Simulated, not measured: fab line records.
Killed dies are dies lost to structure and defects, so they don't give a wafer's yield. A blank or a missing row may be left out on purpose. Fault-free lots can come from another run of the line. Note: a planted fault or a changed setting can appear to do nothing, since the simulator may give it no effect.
fab line records | flow gf180mcu | part 2 of 2: steps 32 to 42 of 42
record: lots: 5 | wafers: 15 | lastDay: 34
route steps=602 shown HV_LDD@180
lots that met no fault: from a run of the same line without faults
startH: start of the lot's first displayed wafer, in hours after the record's first day | waitH: how many hours have passed since the lot's step before this one | " repeats the value in the row above | L1.1+2: a single row standing in for several wafers | - no value, or no start given | * or withheld: withheld | < > ~ a bound
route shown NAME@n: a module of which the file shows steps, and the number in the route of the first | usual: the fault-free wafers' mean and standard deviation | same: alike in all rows | chamber/n: place in a boat | sites: the reading at each site | _std_site: how widely they spread, as a standard deviation | _edge_site: outer sites' mean less inner sites' | radiusMm: how far each site lies from the wafer's centre | mask NAME#n: copy n | behind: the tool/chamber that last shaped the wafer | hold: cause of the lot's hold/its duration in hours/its outcome | device: transistor that didn't switch, given as n, p or np | end of line: the route-end tests of the same wafers | step lacking rows: just its recipe | killed: not the wafer's yield, but the dies lost to structure and defects at the first sort | map: a wafer's dies, marking killed ones x, the rest . and places with no die _
set.NAME: the setting that was run; set.NAME@STEP: the one run at that earlier step | model.NAME: the simulator's own value behind a step, which no gauge read
certain route steps with their lots: each step a table, each wafer a row
services: from which hour (startH, from the record's first day; less than 0 if before it) a tool's chamber was out of use, for how many hours, and why
== steps ==
step: GF_HV_LDD_IMPLANT_35
recipe: species: P | energyKev: 60 | doseCm2: 7.5e+12 | tiltDeg: 30 | rotationDeg: 180
usual: endStationPressureTorr: 5.05e-06/2.7e-07 | faradayCurrentUA: 42.2/0.81
same: implantIonAmu: 31
lot.wafer | tool         | chamber | startH | waitH | endStationPressureTorr | faradayCurrentUA
L090.1    | implanter-01 | 0       | 377.66 | 0.1   | 5.02e-06               | 42.4
L090.2    | "            | 0       | "      | "     | 4.8e-06                | 41.3
L090.6    | "            | 0       | "      | "     | 4.98e-06               | 42.1
L091.1    | implanter-01 | 0       | 381.47 | 0.1   | 5.24e-06               | 43.1
L091.2    | "            | 0       | "      | "     | 4.85e-06               | 42.5
L091.6    | "            | 0       | "      | "     | 5.03e-06               | 41.8
L092.2    | implanter-03 | 0       | 389.19 | 0.1   | 4.74e-06               | 42.7
L092.3    | "            | 0       | "      | "     | 4.69e-06               | 41.4
L092.4    | "            | 0       | "      | "     | 5.31e-06               | 41.8
L096.3    | implanter-02 | 0       | 421.97 | 0.1   | 5.07e-06               | 42.2
L096.4    | "            | 0       | "      | "     | 5.24e-06               | 42.5
L096.5    | "            | 0       | "      | "     | 4.8e-06                | 42.1
L097.1    | implanter-01 | 0       | 437.46 | 0.1   | 4.83e-06               | 42.1
L097.3    | "            | 0       | "      | "     | 4.92e-06               | 42.8
L097.6    | "            | 0       | "      | "     | 4.82e-06               | 41.7
step: GF_HV_LDD_IMPLANT_36
recipe: species: P | energyKev: 60 | doseCm2: 7.5e+12 | tiltDeg: 30 | rotationDeg: 270
usual: endStationPressureTorr: 5.03e-06/2.5e-07 | faradayCurrentUA: 42.3/0.74
same: implantIonAmu: 31
lot.wafer | tool         | chamber | startH | waitH | endStationPressureTorr | faradayCurrentUA
L090.1    | implanter-01 | 0       | 377.81 | 0.1   | 4.83e-06               | 41.8
L090.2    | "            | 0       | "      | "     | 4.84e-06               | 43.0
L090.6    | "            | 0       | "      | "     | 5.06e-06               | 41.6
L091.1    | implanter-01 | 0       | 381.62 | 0.1   | 4.78e-06               | 42.1
L091.2    | "            | 0       | "      | "     | 4.9e-06                | 40.9
L091.6    | "            | 0       | "      | "     | 5.27e-06               | 43.3
L092.2    | implanter-03 | 0       | 389.34 | 0.1   | 4.77e-06               | 42.1
L092.3    | "            | 0       | "      | "     | 4.95e-06               | 44.2
L092.4    | "            | 0       | "      | "     | 4.63e-06               | 42.7
L096.3    | implanter-02 | 0       | 422.12 | 0.1   | 4.77e-06               | 42.0
L096.4    | "            | 0       | "      | "     | 4.99e-06               | 42.5
L096.5    | "            | 0       | "      | "     | 5.12e-06               | 42.9
L097.1    | implanter-01 | 0       | 437.61 | 0.1   | 4.81e-06               | 42.3
L097.3    | "            | 0       | "      | "     | 5.39e-06               | 42.8
L097.6    | "            | 0       | "      | "     | 5.2e-06                | 42.8
step: GF_HV_LDD_STRIP_37
recipe: chemistry: O2/N2 | powerW: 1400 | pressureMtorr: 1500 | platenTempC: 250 | o2FlowSccm: 3000 | n2FlowSccm: 300 | overashFraction: 0.5
usual: drypumpMotorCurrentA: 5.8/0.31 | heaterPowerW: 338/32 | oesProductAu: 0.716/0.0046 | stripTimeToEndpointS: 12.64/0.034
same: overashFraction: 0.5
lot.wafer | tool           | chamber | startH | waitH | drypumpMotorCurrentA | heaterPowerW | oesProductAu | rfHoursCounterH | stripTimeToEndpointS
L090.1    | plasmaAsher-01 | 0       | 377.96 | 0.1   | 5.4                  | 376          | 0.714        | 26              | 12.68
L090.2    | "              | 1       | "      | "     | 6.0                  | 311          | 0.713        | 26              | 12.68
L090.6    | "              | 0       | "      | "     | 5.4                  | 379          | 0.716        | -               | 12.70
L091.1    | plasmaAsher-01 | 1       | 381.77 | 0.1   | 6.0                  | 305          | 0.706        | 26              | 12.63
L091.2    | "              | 0       | "      | "     | 5.4                  | 372          | 0.718        | 26              | 12.61
L091.6    | "              | 1       | "      | "     | 6.0                  | 297          | 0.716        | -               | 12.65
L092.2    | plasmaAsher-02 | 1       | 389.47 | 0.1   | 6.1                  | 329          | 0.723        | 66              | 12.60
L092.3    | "              | 0       | "      | "     | 5.6                  | 343          | 0.716        | -               | 12.58
L092.4    | "              | 1       | "      | "     | 6.0                  | 319          | 0.719        | -               | 12.64
L096.3    | plasmaAsher-02 | 0       | 422.25 | 0.1   | 5.6                  | 338          | 0.718        | -               | 12.59
L096.4    | "              | 1       | "      | "     | 6.0                  | 320          | 0.720        | -               | 12.62
L096.5    | "              | 0       | "      | "     | 5.6                  | 341          | 0.715        | -               | 12.67
L097.1    | plasmaAsher-02 | 1       | 437.76 | 0.1   | 6.0                  | 323          | 0.715        | 73              | 12.66
L097.3    | "              | 1       | "      | "     | 6.0                  | 322          | 0.720        | -               | 12.66
L097.6    | "              | 1       | "      | "     | 6.0                  | 328          | 0.715        | -               | 12.67
step: GF_HV_LDD_TW_MEAS_38
usual: HV_LDD_3_TW: 1440/13
lot.wafer | tool         | chamber | startH | waitH | HV_LDD_3_TW
L090.1    | filmMetro-03 | -       | 378.06 | 0.1   | 1448
L090.2    | "            | -       | "      | "     | 1455
L090.6    | "            | -       | "      | "     | 1448
L091.1    | filmMetro-02 | -       | 381.87 | 0.1   | 1454
L091.2    | "            | -       | "      | "     | 1448
L091.6    | "            | -       | "      | "     | 1454
L092.2    | filmMetro-02 | -       | 389.58 | 0.1   | 1442
L092.3    | "            | -       | "      | "     | 1443
L092.4    | "            | -       | "      | "     | 1441
L096.3    | filmMetro-02 | -       | 422.34 | 0.1   | 1455
L096.4    | "            | -       | "      | "     | 1451
L096.5    | "            | -       | "      | "     | 1459
L097.1    | filmMetro-04 | -       | 437.86 | 0.1   | 1416
L097.3    | "            | -       | "      | "     | 1416
L097.6    | "            | -       | "      | "     | 1419
step: GF_HV_LDD_DEHYDRATE_39
recipe: tempC: 200 | timeS: 60
lot.wafer  | tool          | chamber | startH | waitH
L090.1+2+6 | lithoTrack-02 | 0       | 389.25 | 11.2
L091.1+2+6 | lithoTrack-04 | 0       | 392.40 | 10.5
L092.2+3+4 | lithoTrack-04 | 0       | 400.28 | 10.7
L096.3+4+5 | lithoTrack-02 | 0       | 434.10 | 11.8
L097.1+3+6 | lithoTrack-02 | 0       | 448.75 | 10.9
step: GF_HV_LDD_HMDS_40
recipe: primeTimeS: 60 | primeTempC: 120
same: primeTimeS: 60
lot.wafer  | tool          | chamber | startH | waitH
L090.1+2+6 | lithoTrack-02 | 0       | 389.40 | 0.1
L091.1+2+6 | lithoTrack-04 | 0       | 392.55 | 0.1
L092.2+3+4 | lithoTrack-04 | 0       | 400.43 | 0.1
L096.3+4+5 | lithoTrack-02 | 0       | 434.25 | 0.1
L097.1+3+6 | lithoTrack-02 | 0       | 448.90 | 0.1
step: GF_HV_LDD_COAT_41
recipe: resist: NOVOLAK | spinRpm: 3000 | resistThkNm: 1000
usual: spinSpeedRpm: 2999.7/2.2
lot.wafer | tool          | chamber | startH | waitH | spinSpeedRpm
L090.1    | lithoTrack-02 | 0       | 389.55 | 0.1   | 2997.8
L090.2    | "             | 0       | "      | "     | 2997.5
L090.6    | "             | 0       | "      | "     | 2998.7
L091.1    | lithoTrack-04 | 0       | 392.70 | 0.1   | 2994.9
L091.2    | "             | 0       | "      | "     | 2995.6
L091.6    | "             | 0       | "      | "     | 2997.5
L092.2    | lithoTrack-04 | 0       | 400.58 | 0.1   | 3000.3
L092.3    | "             | 0       | "      | "     | 2997.6
L092.4    | "             | 0       | "      | "     | 2999.1
L096.3    | lithoTrack-02 | 0       | 434.40 | 0.1   | 2997.4
L096.4    | "             | 0       | "      | "     | 2994.0
L096.5    | "             | 0       | "      | "     | 2997.1
L097.1    | lithoTrack-02 | 0       | 449.05 | 0.1   | 3000.9
L097.3    | "             | 0       | "      | "     | 2998.3
L097.6    | "             | 0       | "      | "     | 2997.7
step: GF_HV_LDD_SOFTBAKE_42
recipe: tempC: 90 | timeS: 60 | resist: NOVOLAK
lot.wafer  | tool          | chamber | startH | waitH
L090.1+2+6 | lithoTrack-02 | 0       | 389.70 | 0.1
L091.1+2+6 | lithoTrack-04 | 0       | 392.85 | 0.1
L092.2+3+4 | lithoTrack-04 | 0       | 400.73 | 0.1
L096.3+4+5 | lithoTrack-02 | 0       | 434.55 | 0.1
L097.1+3+6 | lithoTrack-02 | 0       | 449.20 | 0.1
step: GF_HV_LDD_EXPOSE_43
recipe: maskId: Pplus_HV_AREA | targetCdNm: 400 | na: 0.6 | sourceShape: conventional | sigmaOuter: 0.6 | doseMj: 140
same: sigmaOuter: 0.6
lot.wafer  | tool            | chamber | startH | waitH | mask
L090.1+2+6 | ilineStepper-01 | 0       | -      | -     | Pplus_HV_AREA#0
L091.1+2+6 | ilineStepper-01 | 0       | -      | -     | Pplus_HV_AREA#0
L092.2+3+4 | ilineStepper-02 | 0       | -      | -     | Pplus_HV_AREA#0
L096.3+4+5 | ilineStepper-01 | 0       | -      | -     | Pplus_HV_AREA#0
L097.1+3+6 | ilineStepper-01 | 0       | -      | -     | Pplus_HV_AREA#0
step: GF_HV_LDD_PEB_44
recipe: tempC: withheld | timeS: * | resist: NOVOLAK
lot.wafer  | tool          | chamber | startH | waitH
L090.1+2+6 | lithoTrack-02 | 0       | -      | -
L091.1+2+6 | lithoTrack-02 | 0       | -      | -
L092.2+3+4 | lithoTrack-04 | 0       | -      | -
L096.3+4+5 | lithoTrack-04 | 0       | -      | -
L097.1+3+6 | lithoTrack-01 | 0       | -      | -
step: GF_HV_LDD_DEVELOP_45
recipe: developTimeS: 60 | devTempC: 23
lot.wafer  | tool          | chamber | startH | waitH
L090.1+2+6 | lithoTrack-02 | 0       | 400.45 | 0.1
L091.1+2+6 | lithoTrack-02 | 0       | 403.70 | 0.1
L092.2+3+4 | lithoTrack-04 | 0       | 412.73 | 0.1
L096.3+4+5 | lithoTrack-04 | 0       | 446.40 | 0.1
L097.1+3+6 | lithoTrack-01 | 0       | 461.61 | 0.1
== services ==
tool            | chamber | startH | hours | kind
implanter-01    | -       | 299.47 | 5.5   | repair
implanter-03    | -       | 323.73 | 11.6  | pm
implanter-02    | -       | 334.08 | 4.7   | pm
plasmaAsher-02  | -       | 353.05 | 1.7   | repair
implanter-02    | -       | 353.61 | 5.1   | pm
plasmaAsher-01  | -       | 384.65 | 11.0  | repair
ilineStepper-02 | 0       | 390.19 | -     | calibration
implanter-03    | -       | 397.14 | 3.7   | pm
ilineStepper-02 | -       | 402.82 | 1.7   | pm
plasmaAsher-04  | -       | 421.25 | 9.0   | pm
plasmaAsher-04  | 0       | 421.25 | 9.0   | ventCycle
plasmaAsher-04  | 1       | 421.25 | 9.0   | ventCycle
implanter-02    | -       | 428.80 | 18.1  | pm
plasmaAsher-04  | 0       | 430.25 | -     | clean
plasmaAsher-04  | 1       | 430.25 | -     | clean
ilineStepper-02 | -       | 432.76 | 4.4   | pm
implanter-01    | -       | 446.99 | 27.8  | pm
ilineStepper-01 | 0       | 457.13 | -     | calibration
